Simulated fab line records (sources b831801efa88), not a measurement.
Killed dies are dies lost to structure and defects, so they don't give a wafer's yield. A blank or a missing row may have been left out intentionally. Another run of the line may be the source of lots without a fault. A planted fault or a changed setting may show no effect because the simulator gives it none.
fab line records ; flow sky130
[record] lots = 14; wafers = 42; last-day = 50
route steps=708 shown METAL2@500 VIA2@509
lots that met no fault: taken from a fault-free run of the same line
start-h: start of the lot's first displayed wafer, in hours after the record's first day ; wait-h: hours from the lot's prior step to this one ; " identical to the entry in the row above ; L1.1+2: a row that stands for several wafers ; - value missing, or start not given ; * or withheld: withheld ; < > ~ a bound
route shown NAME@n: names a module that has steps shown in the file, with the first one's number in the route ; usual: the fault-free wafers' mean and standard deviation ; same: alike in all rows ; chamber/n: place in a boat ; sites: the reading at each site ; _std_site: standard deviation across them ; _edge_site: outer sites' mean less inner sites' ; radius-mm: for every site, how far away it sits from the centre of the wafer ; mask NAME#n: copy n ; behind: the most recent tool/chamber to have shaped the wafer ; hold: why the lot was held/for how many hours/how that ended ; device: the n, p or np transistor that did not switch ; end of line: the tests these same wafers got at the end of their route ; for a step that has no rows: nothing shown but its recipe ; killed: dies lost to structure and defects at the first sort, not the wafer's yield ; map: the dies of a wafer, with x for killed, . for not killed, _ for no die there
set.NAME: the setting as run; set.NAME@STEP: as run at that earlier step ; model.NAME: the simulator's own value behind a step, which no gauge read
steps of the route over a sample of lots; a table a step, a row a wafer
services: a tool's chamber out of use, with start hour (start-h, from the record's first day; less than 0 if before it), hours out, and reason
[[steps]]
[step SKY_METAL2_DESCUM_17]
[recipe] chemistry = O2; source-power-w = 150; bias-power-w = 0; pressure-mtorr = 10; temp-c = 40; time-s = 8
[usual] chamber-pressure-mTorr = 9.999/0.0093; drypump-motor-current-A = 5.90/0.3; oes-product-au = 0.998/0.011
lot.wafer;tool;chamber;start-h;wait-h;chamber-pressure-mTorr;drypump-motor-current-A;oes-product-au;rf-hours-counter-h
L330.1;rie-metal-03;0;814.47;0.0;9.994;6.37;0.996;2
L330.5;rie-metal-03;0;814.47;0.0;10.014;6.37;1.007;-
L330.6;rie-metal-03;1;814.47;0.0;10.008;5.88;0.981;-
L331.1;rie-metal-03;0;823.82;0.0;9.995;6.39;1.001;2
L331.2;rie-metal-03;1;823.82;0.0;10.007;5.91;0.976;12
L331.5;rie-metal-03;0;823.82;0.0;10.011;6.39;0.993;-
L332.1;rie-metal-04;1;834.66;0.0;10.014;6.01;1.015;6
L332.2;rie-metal-04;0;834.66;0.0;9.994;5.66;0.986;18
L332.4;rie-metal-04;1;834.66;0.0;10.002;6.00;1.007;-
L333.2;rie-metal-03;0;835.91;0.0;10.003;6.38;0.990;3
L333.4;rie-metal-03;1;835.91;0.0;10.009;5.84;0.985;-
L333.5;rie-metal-03;0;835.91;0.0;9.997;6.38;0.988;-
L339.4;rie-metal-02;0;887.17;0.0;10.012;5.51;0.986;-
L339.5;rie-metal-02;1;887.17;0.0;9.997;5.65;1.004;-
L339.6;rie-metal-02;0;887.17;0.0;9.992;5.53;0.988;-
L340.3;rie-metal-02;0;891.92;0.0;9.999;5.51;0.986;-
L340.5;rie-metal-02;1;891.92;0.0;10.006;5.67;1.014;-
L340.6;rie-metal-02;0;891.92;0.0;10.019;5.50;0.995;-
L341.1;rie-metal-02;0;892.86;0.0;10.002;5.51;1.009;8
L341.3;rie-metal-02;1;892.86;0.0;10.020;5.63;1.012;-
L341.5;rie-metal-02;1;892.86;0.0;9.998;5.65;1.015;-
L345.2;rie-metal-02;0;960.06;0.0;10.001;5.50;0.996;12
L345.3;rie-metal-02;0;960.06;0.0;10.005;5.51;0.991;-
L345.5;rie-metal-02;1;960.06;0.0;9.986;5.65;1.003;-
L346.3;rie-metal-03;1;964.58;0.0;9.993;5.82;1.006;-
L346.4;rie-metal-03;0;964.58;0.0;9.985;6.38;1.005;-
L346.6;rie-metal-03;0;964.58;0.0;9.982;6.38;0.997;-
L348.2;rie-metal-04;1;966.61;0.0;10.013;6.01;1.013;12
L348.3;rie-metal-04;1;966.61;0.0;10.001;6.00;1.018;-
L348.6;rie-metal-04;1;966.61;0.0;10.005;6.01;1.015;-
L349.1;rie-metal-04;0;968.71;0.0;10.000;5.65;1.005;3
L349.2;rie-metal-04;1;968.71;0.0;9.980;6.03;1.011;13
L349.3;rie-metal-04;1;968.71;0.0;9.997;6.01;1.021;-
L347.1;rie-metal-02;1;968.77;0.0;9.989;5.69;1.014;8
L347.3;rie-metal-02;0;968.77;0.0;10.000;5.51;0.997;-
L347.4;rie-metal-02;1;968.77;0.0;10.004;5.67;1.014;-
L351.2;rie-metal-03;0;969.82;0.0;10.002;6.35;0.999;10
L351.3;rie-metal-03;0;969.82;0.0;10.001;6.33;0.993;-
L351.5;rie-metal-03;0;969.82;0.0;9.997;6.35;1.003;-
L352.2;rie-metal-03;0;973.11;0.0;10.002;6.38;1.001;10
L352.3;rie-metal-03;1;973.11;0.0;10.007;5.84;0.993;-
L352.5;rie-metal-03;1;973.11;0.0;10.002;5.84;0.988;-
[step SKY_VIA2_CMP_02]
[recipe] material = SiO2; down-force-psi = 4; platen-rpm = 60; pad-velocity-m-s = 0.94248
[usual] motor-current-A = 12.0/0.98
lot.wafer;tool;chamber;start-h;wait-h;motor-current-A
L330.1;cmp-01;1;815.56;0.1;11.5
L330.5;cmp-01;3;815.56;0.1;11.8
L330.6;cmp-01;0;815.56;0.1;11.0
L331.1;cmp-02;1;824.81;0.1;12.7
L331.2;cmp-02;3;824.81;0.1;13.2
L331.5;cmp-02;2;824.81;0.1;10.1
L332.2;cmp-02;3;835.63;0.0;13.2
L332.1;cmp-02;0;835.63;0.0;13.7
L332.4;cmp-02;2;835.63;0.0;10.2
L333.2;cmp-01;0;836.99;0.2;10.2
L333.4;cmp-01;2;836.99;0.2;12.6
L333.5;cmp-01;3;836.99;0.2;11.3
L339.4;cmp-01;2;888.27;0.2;12.3
L339.5;cmp-01;3;888.27;0.2;12.1
L339.6;cmp-01;0;888.27;0.2;11.4
L340.3;cmp-02;2;892.95;0.1;10.5
L340.5;cmp-02;1;892.95;0.1;13.0
L340.6;cmp-02;2;892.95;0.1;10.6
L341.3;cmp-02;1;893.93;0.1;12.6
L341.1;cmp-02;2;893.93;0.1;10.8
L341.5;cmp-02;0;893.93;0.1;13.5
L345.2;cmp-02;2;961.02;0.0;10.8
L345.3;cmp-02;3;961.02;0.0;13.5
L345.5;cmp-02;3;961.02;0.0;13.1
L346.4;cmp-02;0;965.58;0.1;13.4
L346.3;cmp-02;2;965.58;0.1;10.9
L346.6;cmp-02;0;965.58;0.1;13.6
L348.2;cmp-02;0;967.57;0.0;13.0
L348.3;cmp-02;2;967.57;0.0;10.9
L348.6;cmp-02;0;967.57;0.0;12.6
L349.3;cmp-01;1;969.67;0.0;11.8
L349.1;cmp-01;2;969.67;0.0;12.1
L349.2;cmp-01;0;969.67;0.0;10.5
L347.1;cmp-02;3;969.78;0.1;13.1
L347.4;cmp-02;0;969.78;0.1;12.9
L347.3;cmp-02;1;969.78;0.1;11.7
L351.3;cmp-01;2;971.05;0.3;12.7
L351.2;cmp-01;0;971.05;0.3;10.8
L351.5;cmp-01;1;971.05;0.3;12.1
L352.3;cmp-01;1;974.34;0.2;11.9
L352.2;cmp-01;3;974.34;0.2;11.8
L352.5;cmp-01;0;974.34;0.2;10.6
[step SKY_VIA2_ETCH_14]
[recipe] chemistry = N2/H2; target = BARC; ion-energy-ev = 200; source-w = 500; bias-w = 100; pressure-mtorr = 30; n2-flow-sccm = 100; h2-flow-sccm = 200; stop-on = SiO2; time-s = 45.9; target-depth-a = 600
[usual] bias-w = 100.0/0.32; chamber-pressure-mTorr = 29.997/0.026; drypump-motor-current-A = 5.7/0.31; n2-flow-sccm = 100.0/0.32; oes-product-au = 0.854/0.0047; throttle-valve-pct = 13.225/0.0085
lot.wafer;tool;chamber;start-h;wait-h;bias-w;chamber-pressure-mTorr;drypump-motor-current-A;n2-flow-sccm;oes-product-au;rf-hours-counter-h;throttle-valve-pct
L330.1;rie-diel-03;2;841.76;0.0;100.3;29.991;6.4;100.1;0.859;6;13.221
L330.5;rie-diel-03;2;841.76;0.0;99.9;29.988;6.4;100.1;0.858;-;13.213
L330.6;rie-diel-03;0;841.76;0.0;99.8;29.975;5.7;100.2;0.852;-;13.207
L331.1;rie-diel-04;3;851.56;0.0;99.5;30.009;5.9;100.1;0.853;21;13.208
L331.2;rie-diel-04;1;851.56;0.0;100.5;30.027;5.9;99.8;0.856;12;13.225
L331.5;rie-diel-04;3;851.56;0.0;99.8;29.966;5.9;99.9;0.862;-;13.247
L332.1;rie-diel-02;3;862.37;0.0;100.3;30.020;5.9;99.7;0.857;2;13.228
L332.2;rie-diel-02;1;862.37;0.0;100.2;30.008;5.7;100.5;0.849;1;13.228
L332.4;rie-diel-02;2;862.37;0.0;99.8;30.015;5.7;100.2;0.857;20;13.243
L333.2;rie-diel-04;3;863.97;0.0;99.5;30.032;5.8;99.9;0.859;22;13.228
L333.4;rie-diel-04;2;863.97;0.0;99.6;29.976;6.2;99.8;0.843;2;13.240
L333.5;rie-diel-04;3;863.97;0.0;99.5;29.997;5.9;99.9;0.856;-;13.244
L339.4;rie-diel-03;2;911.11;0.0;-;-;-;-;-;-;-
L339.5;rie-diel-03;3;911.11;0.0;-;-;-;-;-;-;-
L339.6;rie-diel-03;0;911.11;0.0;-;-;-;-;-;-;-
L340.3;rie-diel-02;1;917.99;0.0;-;-;-;-;-;-;-
L340.5;rie-diel-02;2;917.99;0.0;-;-;-;-;-;-;-
L340.6;rie-diel-02;3;917.99;0.0;-;-;-;-;-;-;-
L341.1;rie-diel-03;3;918.35;0.0;100.5;29.997;5.4;100.2;0.848;20;13.227
L341.3;rie-diel-03;1;918.35;0.0;99.8;29.967;5.6;99.8;0.858;1;13.226
L341.5;rie-diel-03;0;918.35;0.0;100.1;30.013;5.7;100.0;0.853;-;13.222
L345.2;rie-diel-02;2;985.11;0.0;99.8;30.026;5.7;99.2;0.853;26;13.228
L345.3;rie-diel-02;3;985.11;0.0;99.9;29.994;5.9;100.0;0.847;7;13.222
L345.5;rie-diel-02;3;985.11;0.0;99.8;29.993;5.9;99.8;0.858;-;13.223
L346.3;rie-diel-03;0;989.06;0.0;99.5;30.007;5.6;99.7;0.854;12;13.233
L346.4;rie-diel-03;3;989.06;0.0;99.8;29.966;5.4;99.8;0.854;1;13.233
L346.6;rie-diel-03;3;989.06;0.0;100.2;29.996;5.4;99.9;0.849;-;13.229
L348.2;rie-diel-04;2;991.27;0.0;100.1;30.013;6.2;100.0;0.853;5;13.235
L348.3;rie-diel-04;3;991.27;0.0;100.2;29.975;5.9;100.1;0.853;25;13.229
L348.6;rie-diel-04;1;991.27;0.0;100.0;30.011;5.9;100.2;0.855;-;13.224
L349.1;rie-diel-03;2;993.37;0.0;100.1;29.989;6.4;100.4;0.858;11;13.214
L349.2;rie-diel-03;0;993.37;0.0;100.3;29.983;5.7;100.0;0.853;12;13.221
L349.3;rie-diel-03;1;993.37;0.0;99.8;29.985;5.6;99.6;0.857;4;13.222
L347.1;rie-diel-02;0;993.56;0.0;99.9;29.996;5.1;100.0;0.853;9;13.208
L347.3;rie-diel-02;3;993.56;0.0;99.8;30.010;5.9;99.6;0.848;8;13.219
L347.4;rie-diel-02;2;993.56;0.0;100.7;29.973;5.7;100.3;0.853;26;13.230
L351.2;rie-diel-02;1;995.31;0.0;100.6;29.971;5.7;99.6;0.842;6;13.228
L351.3;rie-diel-02;0;995.31;0.0;100.3;30.042;5.1;99.4;0.857;9;13.241
L351.5;rie-diel-02;2;995.31;0.0;100.5;30.041;5.7;99.7;0.853;-;13.221
L352.2;rie-diel-03;1;998.06;0.0;100.4;30.003;5.6;100.3;0.852;4;13.215
L352.3;rie-diel-03;3;998.06;0.0;99.9;29.999;5.4;100.5;0.856;2;13.235
L352.5;rie-diel-03;0;998.06;0.0;100.3;29.996;5.7;100.1;0.863;-;13.229
[step SKY_VIA2_ETCH_15]
[recipe] target = SiO2; chemistry = C4F8/O2/Ar; target-depth-nm = 546; stop-on = TiN; mask-material = KrF-thick; source-w = 1500; bias-w = 1200; pressure-mtorr = 40; c4f8-flow-sccm = withheld; O2_flow_sccm = 6; Ar_flow_sccm = 300; time-s = 84
[usual] bias-w = 1200/3.8; chamber-pressure-mTorr = 40.00/0.041; oes-product-au = 0.939/0.0048
lot.wafer;tool;chamber;start-h;wait-h;bias-w;chamber-pressure-mTorr;oes-product-au;rf-hours-counter-h
L330.1;rie-diel-03;2;841.80;0.0;1209;39.98;0.939;6
L330.5;rie-diel-03;2;841.80;0.0;1202;39.98;0.943;-
L330.6;rie-diel-03;0;841.80;0.0;1202;40.02;0.943;-
L331.1;rie-diel-04;3;851.60;0.0;1198;40.04;0.941;21
L331.2;rie-diel-04;1;851.60;0.0;1197;40.02;0.946;12
L331.5;rie-diel-04;3;851.60;0.0;1201;39.98;0.936;-
L332.1;rie-diel-02;3;862.41;0.0;1198;40.01;0.930;2
L332.2;rie-diel-02;1;862.41;0.0;1197;39.93;0.936;1
L332.4;rie-diel-02;2;862.41;0.0;1207;39.98;0.939;21
L333.2;rie-diel-04;3;864.01;0.0;1201;39.96;0.953;22
L333.4;rie-diel-04;2;864.01;0.0;1199;39.92;0.943;2
L333.5;rie-diel-04;3;864.01;0.0;1196;40.02;0.927;-
L339.4;rie-diel-03;2;911.15;0.0;1201;39.99;0.376;8
L339.5;rie-diel-03;3;911.15;0.0;1204;39.94;0.376;-
L339.6;rie-diel-03;0;911.15;0.0;1200;40.04;0.379;-
L340.3;rie-diel-02;1;918.03;0.0;1205;40.11;0.370;3
L340.5;rie-diel-02;2;918.03;0.0;1205;39.96;0.373;-
L340.6;rie-diel-02;3;918.03;0.0;1196;40.05;0.363;-
L341.1;rie-diel-03;3;918.39;0.0;1198;40.04;0.934;20
L341.3;rie-diel-03;1;918.39;0.0;1198;39.98;0.938;1
L341.5;rie-diel-03;0;918.39;0.0;1203;40.00;0.937;-
L345.2;rie-diel-02;2;985.15;0.0;1203;40.03;0.938;26
L345.3;rie-diel-02;3;985.15;0.0;1203;40.00;0.938;7
L345.5;rie-diel-02;3;985.15;0.0;1201;39.96;0.939;-
L346.3;rie-diel-03;0;989.10;0.0;1197;40.01;0.938;12
L346.4;rie-diel-03;3;989.10;0.0;1205;40.00;0.950;1
L346.6;rie-diel-03;3;989.10;0.0;1201;39.99;0.945;-
L348.2;rie-diel-04;2;991.31;0.0;1208;40.00;0.939;5
L348.3;rie-diel-04;3;991.31;0.0;1201;39.94;0.942;25
L348.6;rie-diel-04;1;991.31;0.0;1200;40.03;0.940;-
L349.1;rie-diel-03;2;993.41;0.0;1200;39.93;0.939;11
L349.2;rie-diel-03;0;993.41;0.0;1193;40.09;0.937;12
L349.3;rie-diel-03;1;993.41;0.0;1202;40.03;0.944;4
L347.1;rie-diel-02;0;993.60;0.0;1204;40.01;0.941;9
L347.3;rie-diel-02;3;993.60;0.0;1199;39.97;0.933;8
L347.4;rie-diel-02;2;993.60;0.0;1203;39.95;0.942;26
L351.2;rie-diel-02;1;995.35;0.0;1208;40.05;0.945;6
L351.3;rie-diel-02;0;995.35;0.0;1201;39.94;0.938;9
L351.5;rie-diel-02;2;995.35;0.0;1195;40.04;0.944;-
L352.2;rie-diel-03;1;998.10;0.0;1205;40.00;0.938;4
L352.3;rie-diel-03;3;998.10;0.0;1201;39.99;0.940;2
L352.5;rie-diel-03;0;998.10;0.0;1199;40.03;0.947;-
[step SKY_VIA2_STRIP_16]
[recipe] chemistry = O2/N2; power-w = 1400; pressure-mtorr = 1500; platen-temp-c = withheld; o2-flow-sccm = 3000; n2-flow-sccm = 300; overash-fraction = 0.5
[usual] chamber-pressure-mTorr = 1499.9/1.2; drypump-motor-current-A = 5.4/0.41; n2-flow-sccm = 299.9/0.91; oes-product-au = 0.400/0.0048; strip-time-to-endpoint-s = 4.06/0.036
lot.wafer;tool;chamber;start-h;wait-h;chamber-pressure-mTorr;drypump-motor-current-A;n2-flow-sccm;oes-product-au;rf-hours-counter-h;strip-time-to-endpoint-s
L330.1;plasma-asher-03;0;841.86;0.0;1501.3;4.8;298.6;0.405;11;4.10
L330.5;plasma-asher-03;1;841.86;0.0;1501.0;5.8;300.4;0.402;-;4.12
L330.6;plasma-asher-03;0;841.86;0.0;1502.1;4.8;299.3;0.406;-;4.08
L331.1;plasma-asher-01;0;851.66;0.0;1502.5;5.2;300.3;0.399;39;4.01
L331.2;plasma-asher-01;1;851.66;0.0;1498.8;5.3;299.1;0.400;39;4.11
L331.5;plasma-asher-01;1;851.66;0.0;1501.4;5.3;301.1;0.402;-;4.02
L332.1;plasma-asher-02;0;862.47;0.0;1499.2;5.8;300.8;0.400;105;4.01
L332.2;plasma-asher-02;1;862.47;0.0;1500.0;5.6;299.2;0.403;105;4.07
L332.4;plasma-asher-02;1;862.47;0.0;1500.7;5.6;299.4;0.396;-;4.06
L333.2;plasma-asher-03;0;864.07;0.0;1501.2;4.8;298.9;0.390;13;4.01
L333.4;plasma-asher-03;0;864.07;0.0;1500.6;4.8;298.7;0.410;-;4.00
L333.5;plasma-asher-03;1;864.07;0.0;1499.1;5.8;300.8;0.397;-;4.01
L339.4;plasma-asher-02;0;911.25;0.1;1499.4;5.9;299.7;0.421;-;4.52
L339.5;plasma-asher-02;1;911.25;0.1;1501.1;5.5;300.5;0.407;-;4.52
L339.6;plasma-asher-02;0;911.25;0.1;1498.5;5.8;299.4;0.419;-;4.52
L340.3;plasma-asher-03;0;918.13;0.1;1499.3;4.8;299.4;0.410;-;4.51
L340.5;plasma-asher-03;1;918.13;0.1;1498.3;5.8;299.5;0.424;-;4.49
L340.6;plasma-asher-03;0;918.13;0.1;1499.9;4.8;297.8;0.412;-;4.46
L341.1;plasma-asher-01;0;918.45;0.0;1500.4;5.2;300.1;0.399;46;4.03
L341.3;plasma-asher-01;1;918.45;0.0;1498.9;5.3;299.2;0.393;-;4.04
L341.5;plasma-asher-01;0;918.45;0.0;1497.8;5.2;300.5;0.390;-;4.03
L345.2;plasma-asher-01;1;985.22;0.0;1499.7;5.3;299.8;0.400;52;4.07
L345.3;plasma-asher-01;1;985.22;0.0;1499.4;5.3;299.8;0.399;-;4.03
L345.5;plasma-asher-01;0;985.22;0.0;1498.4;5.2;299.3;0.396;-;3.98
L346.3;plasma-asher-01;0;989.20;0.1;1498.9;5.3;298.9;0.398;-;4.09
L346.4;plasma-asher-01;1;989.20;0.1;1497.8;5.3;298.6;0.407;-;4.04
L346.6;plasma-asher-01;0;989.20;0.1;1501.1;5.2;299.2;0.404;-;4.06
L348.2;plasma-asher-03;0;991.37;0.0;1498.9;4.8;299.7;0.392;25;4.09
L348.3;plasma-asher-03;0;991.37;0.0;1500.7;4.8;300.8;0.400;-;4.07
L348.6;plasma-asher-03;0;991.37;0.0;1501.5;4.8;299.5;0.402;-;4.10
L349.1;plasma-asher-02;0;993.47;0.0;1498.9;5.9;299.7;0.406;118;4.11
L349.2;plasma-asher-02;1;993.47;0.0;1499.6;5.5;299.4;0.407;118;4.11
L349.3;plasma-asher-02;0;993.47;0.0;1500.7;5.9;300.1;0.397;-;4.10
L347.1;plasma-asher-01;0;993.66;0.0;1500.4;5.3;299.1;0.398;53;4.09
L347.3;plasma-asher-01;1;993.66;0.0;1498.8;5.3;299.0;0.396;-;3.98
L347.4;plasma-asher-01;0;993.66;0.0;1499.8;5.2;298.0;0.394;-;4.02
L351.2;plasma-asher-03;1;995.41;0.0;1500.1;5.8;299.9;0.401;26;4.06
L351.3;plasma-asher-03;1;995.41;0.0;1499.6;5.8;300.8;0.399;-;4.09
L351.5;plasma-asher-03;0;995.41;0.0;1500.4;4.8;299.7;0.399;-;4.07
L352.2;plasma-asher-01;1;998.16;0.0;1499.8;5.4;300.3;0.409;54;4.06
L352.3;plasma-asher-01;1;998.16;0.0;1499.6;5.3;299.7;0.397;-;4.05
L352.5;plasma-asher-01;0;998.16;0.0;1499.5;5.3;302.2;0.397;-;4.08
[step SKY_VIA2_SPUTTER_20]
[recipe] material = TiN; target-thk-nm = 20; chamber-pressure-pa = 5; power-w = 4000; time-s = 80
[usual] chamber-pressure-pa = 5.000/0.0096; throttle-valve-pct = 30.0/1.4
lot.wafer;tool;chamber;start-h;wait-h;chamber-pressure-pa;throttle-valve-pct
L330.1;pvd-sputter-01;-;842.45;0.0;4.999;29.6
L330.5;pvd-sputter-01;-;842.45;0.0;5.002;33.2
L330.6;pvd-sputter-01;-;842.45;0.0;5.001;28.9
L331.1;pvd-sputter-01;-;852.25;0.0;5.014;29.6
L331.2;pvd-sputter-01;-;852.25;0.0;5.003;33.2
L331.5;pvd-sputter-01;-;852.25;0.0;4.998;29.8
L332.1;pvd-sputter-03;-;863.06;0.0;4.997;28.2
L332.2;pvd-sputter-03;-;863.06;0.0;4.999;29.4
L332.4;pvd-sputter-03;-;863.06;0.0;5.005;29.5
L333.2;pvd-sputter-03;-;864.66;0.0;5.010;29.9
L333.4;pvd-sputter-03;-;864.66;0.0;4.998;28.1
L333.5;pvd-sputter-03;-;864.66;0.0;4.995;29.7
L339.4;pvd-sputter-01;-;911.81;0.0;4.996;29.7
L339.5;pvd-sputter-01;-;911.81;0.0;5.008;29.6
L339.6;pvd-sputter-01;-;911.81;0.0;5.009;29.7
L340.3;pvd-sputter-03;-;918.75;0.0;5.002;31.6
L340.5;pvd-sputter-03;-;918.75;0.0;5.024;29.7
L340.6;pvd-sputter-03;-;918.75;0.0;4.983;27.7
L341.1;pvd-sputter-01;-;919.08;0.0;4.995;33.0
L341.3;pvd-sputter-01;-;919.08;0.0;5.009;29.7
L341.5;pvd-sputter-01;-;919.08;0.0;5.005;29.7
L345.2;pvd-sputter-02;-;985.81;0.0;4.990;29.3
L345.3;pvd-sputter-02;-;985.81;0.0;5.016;31.3
L345.5;pvd-sputter-02;-;985.81;0.0;4.992;31.0
L346.3;pvd-sputter-01;-;989.76;0.0;5.000;28.7
L346.4;pvd-sputter-01;-;989.76;0.0;5.007;33.0
L346.6;pvd-sputter-01;-;989.76;0.0;5.003;33.1
L348.2;pvd-sputter-01;-;991.97;0.0;4.991;33.1
L348.3;pvd-sputter-01;-;991.97;0.0;4.977;29.7
L348.6;pvd-sputter-01;-;991.97;0.0;5.000;28.7
L349.1;pvd-sputter-02;-;994.07;0.0;4.993;29.3
L349.2;pvd-sputter-02;-;994.07;0.0;5.002;30.1
L349.3;pvd-sputter-02;-;994.07;0.0;5.007;29.3
L347.1;pvd-sputter-03;-;994.26;0.0;4.999;28.0
L347.3;pvd-sputter-03;-;994.26;0.0;4.995;29.3
L347.4;pvd-sputter-03;-;994.26;0.0;5.009;29.8
L351.2;pvd-sputter-01;-;996.01;0.0;5.011;33.2
L351.3;pvd-sputter-01;-;996.01;0.0;4.984;29.7
L351.5;pvd-sputter-01;-;996.01;0.0;5.010;33.2
L352.2;pvd-sputter-02;-;998.76;0.0;5.009;29.3
L352.3;pvd-sputter-02;-;998.76;0.0;5.013;31.1
L352.5;pvd-sputter-02;-;998.76;0.0;5.002;29.4
[[services]]
tool;chamber;start-h;hours;kind
cmp-02;-;791.76;2.2;repair
rie-metal-02;1;793.84;40.4;repair
rie-metal-02;0;798.89;27.8;repair
plasma-asher-01;-;806.17;10.0;pm
cmp-02;-;812.98;4.3;repair
rie-diel-03;3;815.33;17.0;repair
cmp-01;-;817.42;1.1;repair
rie-diel-03;1;824.74;5.7;repair
rie-metal-02;-;826.67;2.7;pm
cmp-01;-;862.20;1.0;repair
rie-diel-04;-;864.07;14.6;pm
rie-diel-03;2;884.18;3.3;repair
rie-diel-03;2;891.33;4.2;repair
rie-diel-03;-;908.74;0.5;repair
cmp-02;-;912.48;4.0;pm
rie-diel-04;-;920.11;7.0;repair
cmp-01;-;925.82;1.9;repair
rie-diel-03;1;935.51;2.7;repair
cmp-02;-;936.36;2.5;repair
rie-diel-03;-;954.04;1.1;repair
cmp-02;-;970.78;7.5;pm
rie-diel-02;0;973.59;4.4;repair
cmp-02;-;983.26;3.3;repair
cmp-02;-;986.04;0.6;repair
[[key]]
[first-sign] step = SKY_VIA2_ETCH_14; reading = tool-record; direction = missing
[effect] step = SKY_VIA2_ETCH_15; reading = oes-product-au; direction = down; sigmas = 99+; usual = 0.939; struck = 0.373
[effect] step = SKY_VIA2_STRIP_16; reading = strip-time-to-endpoint-s; direction = up; sigmas = 12; usual = *; struck = *
met-at SKY_VIA2_ETCH_14
struck-lots L339,L340
later-rows-left-out L339.4,L339.5,L339.6,L340.3,L340.5,L340.6
sort-left-out L339.4,L339.5,L339.6,L340.3,L340.5,L340.6
not-acting-at SKY_METAL2_DESCUM_17,SKY_VIA2_CMP_02,SKY_VIA2_SPUTTER_20
onset-between 862.37 911.11
[fault] kind = skipped-step-whole; tool = rie-diel-02,rie-diel-03; chamber = -; onset-h = 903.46; steps = SKY_VIA2_ETCH_14; scope = struck-lots-only
// sort-left-out: the simulated sort isn't trusted on such a fault, so these wafers' sort isn't shown, and their yield isn't known
// later-rows-left-out: the simulator's readings of these wafers behind a module that went badly wrong aren't trusted and aren't shown, but for the sort
